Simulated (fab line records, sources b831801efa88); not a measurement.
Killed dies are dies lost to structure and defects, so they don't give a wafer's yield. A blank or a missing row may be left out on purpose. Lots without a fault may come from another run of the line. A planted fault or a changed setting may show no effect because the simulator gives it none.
Split-lot experiment | flow sky130 | 5 lots, 23 wafers read, on a route of 708 steps

THE SPLIT
At SKY_LI_CONTACT_HDPCVD_00 (deposits PSG, target thk 930 nm, time 155 s), the setting time_s was moved away from the recipe's 155 s on 5 of the 23 wafers read, by +10.6% to +13.5%. The other wafers ran this setting at the recipe's value.

The file shows no step between the split and the reading.

THE READING
LI_CONTACT_HDPCVD_THK, in nm, at SKY_LI_CONTACT_THK_MEAS_01. Fault-free wafers of this fab line usually give 929 nm, standard deviation 10 nm.

wafer  | tool, chamber at the split | time_s as run, s | against the recipe | LI_CONTACT_HDPCVD_THK, nm | against lot-mates on the recipe
L075.1 | hdpcvd-01, 1               | 155              | recipe             | 921                       | -
L075.2 | hdpcvd-01, 2               | 155              | recipe             | 935                       | -
L075.3 | hdpcvd-01, 0               | 155              | recipe             | 927                       | -
L075.4 | hdpcvd-01, 0               | 175.9            | +13.5%             | 1060                      | +132
L075.5 | hdpcvd-01, 1               | 175.9            | +13.5%             | 1052                      | +124
L078.2 | hdpcvd-02, 2               | 155              | recipe             | 911                       | -
L078.3 | hdpcvd-02, 0               | 155              | recipe             | 919                       | -
L078.4 | hdpcvd-02, 0               | 155              | recipe             | 915                       | -
L078.5 | hdpcvd-02, 2               | 155              | recipe             | 931                       | -
L078.6 | hdpcvd-02, 1               | 155              | recipe             | 929                       | -
L079.2 | hdpcvd-02, 0,2             | 171.5            | +10.6%             | 1026                      | +106
L079.3 | hdpcvd-02, 2               | 155              | recipe             | 913                       | -
L079.4 | hdpcvd-02, 1               | 155              | recipe             | 926                       | -
L079.5 | hdpcvd-02, 0,2             | 171.5            | +10.6%             | 1025                      | +106
L079.6 | hdpcvd-02, 0               | 171.5            | +10.6%             | 1032                      | +112
L080.2 | hdpcvd-02, 1               | 155              | recipe             | 906                       | -
L080.3 | hdpcvd-02, 0               | 155              | recipe             | 923                       | -
L080.4 | hdpcvd-02, 0               | 155              | recipe             | 935                       | -
L080.5 | hdpcvd-02, 2               | 155              | recipe             | 916                       | -
L080.6 | hdpcvd-02, 1               | 155              | recipe             | 924                       | -
L084.1 | hdpcvd-01, 1               | 155              | recipe             | 938                       | -
L084.3 | hdpcvd-01, 2               | 155              | recipe             | 929                       | -
L084.6 | hdpcvd-01, 1               | 155              | recipe             | 923                       | -
Where a row lists several chambers, the file gives one row for several wafers and doesn't say which wafer went through which chamber.

THE FIT
A straight line over all 23 wafers: LI_CONTACT_HDPCVD_THK changes by +9.82 nm for each +1% of time_s; r = +0.99; the points scatter about the line by 8.2 nm.
The same after taking each lot's own level away (the mean of its wafers on the recipe; 23 wafers): +9.82 nm for each +1%; r = +0.99; scatter 7.5 nm.
On that fit, the largest move of time_s shifts the reading by 1.3e+02 nm.
The lots' own levels span 919.5 to 930.0 nm, that is 1.1 times the standard deviation above.
So the lot-to-lot level changes the slope little: the two slopes agree.
Check: with one of the wafers moved furthest among these (+13.5%) left out of the fit, the line predicts +133 nm for it against its lot-mates. It came out at +132 nm against them.

OTHER SPLITS ON THESE WAFERS
These wafers also went through other splits before the reading. Each is held against what the fit with the lots' levels taken away leaves over:
other split on the same wafers      | wafers away from the commonest value | r with LI_CONTACT_HDPCVD_THK (lot level and that fit taken away)
SKY_RES_XHIGH_COAT_02 resist_thk_nm | 10                                   | -0.01
SKY_RES_XHIGH_DEVELOP_06 dev_temp_c | 8                                    | +0.06
SKY_SD_N_IMPLANT_09 energy_kev      | 6                                    | +0.05
SKY_SD_N_STRIP_11 o2_flow_sccm      | 7                                    | -0.13

THE WHOLE CHAIN: every reading that the file lists as answering this split, in the file's order
step                       | what it does                                | reading                                                                             | change (the file's fit)              | r (the file's)
SKY_LI_CONTACT_HDPCVD_00   | deposits PSG, target thk 930 nm, time 155 s | PSG_of_LI_CONTACT_HDPCVD_00.thk_nm (the simulator's own value, which no gauge read) | +9.72 nm for each +1% of the setting | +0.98
SKY_LI_CONTACT_THK_MEAS_01 |                                             | LI_CONTACT_HDPCVD_THK                                                               | +9.77 for each +1% of the setting    | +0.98
SKY_LI_CONTACT_CMP_02      | polishes PSG                                | time_to_endpoint_s                                                                  | withheld for each +1% of the setting | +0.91

THE FILE'S OWN FIT
LI_CONTACT_HDPCVD_THK changes by +9.77 nm for each +1% of time_s, r = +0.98.
